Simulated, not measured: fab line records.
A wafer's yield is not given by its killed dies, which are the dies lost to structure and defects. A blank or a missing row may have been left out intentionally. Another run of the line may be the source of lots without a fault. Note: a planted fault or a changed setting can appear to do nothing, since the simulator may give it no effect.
Chamber matching + flow sfq_line + SFQ_TRILAYER_A5C_DEP_PECVD_142 on pecvd-01: 3 sister chambers
The step deposits SiO2 from SiH4/N2O, time 15.556 s, target thk 70 nm. 6 wafers are shown with their chamber, then 7 later ones without.

== WAFERS WITH THEIR CHAMBER ==
| wafer  | chamber | throttle_valve_pct (%) | heater_power_w (W) |
|--------|---------|------------------------|--------------------|
| L276.3 | 1       | 27.5                   | 76                 |
| L281.1 | 2       | 26.6                   | 105                |
| L281.2 | 1       | 27.7                   | 75                 |
| L281.3 | 0       | 26.3                   | 78                 |
| L284.3 | 2       | 26.7                   | 107                |
| L284.4 | 0       | 26.5                   | 87                 |

== WAFERS WITHOUT THEIR CHAMBER ==
| wafer  | throttle_valve_pct (%) | heater_power_w (W) |
|--------|------------------------|--------------------|
| L284.6 | 27.8                   | 78                 |
| L294.1 | 27.9                   | 78                 |
| L294.2 | 26.3                   | 79                 |
| L294.6 | 27.9                   | 77                 |
| L295.1 | 28.0                   | 70                 |
| L295.2 | 26.8                   | 99                 |
| L295.6 | 27.8                   | 70                 |

== EACH ONE'S CHAMBER ==
| wafer  | from the rows above | in truth |
|--------|---------------------|----------|
| L284.6 | 1                   | 1        |
| L294.1 | 1                   | 1        |
| L294.2 | 0                   | 0        |
| L294.6 | 1                   | 1        |
| L295.1 | 1                   | 1        |
| L295.2 | 2                   | 2        |
| L295.6 | 1                   | 1        |
Correctly placed: 7 of 7. Not placeable from these rows: 0. 0 placed wrongly.
How it was worked out, from the rows above alone: a wafer's distance from a chamber is the root of the sum, over the readings, of the square of ((its reading less the chamber's mean) divided by the reading's scatter). If the next closest chamber is less than 2 further off than the closest, the wafer can't be placed; otherwise it belongs to the closest. For every chamber, the mean is computed from those of its wafers that are shown. How the scatter is found: for the shown wafers, subtract from each reading the mean of its chamber, square and add these, divide the total by (wafers less chambers), then take the root.
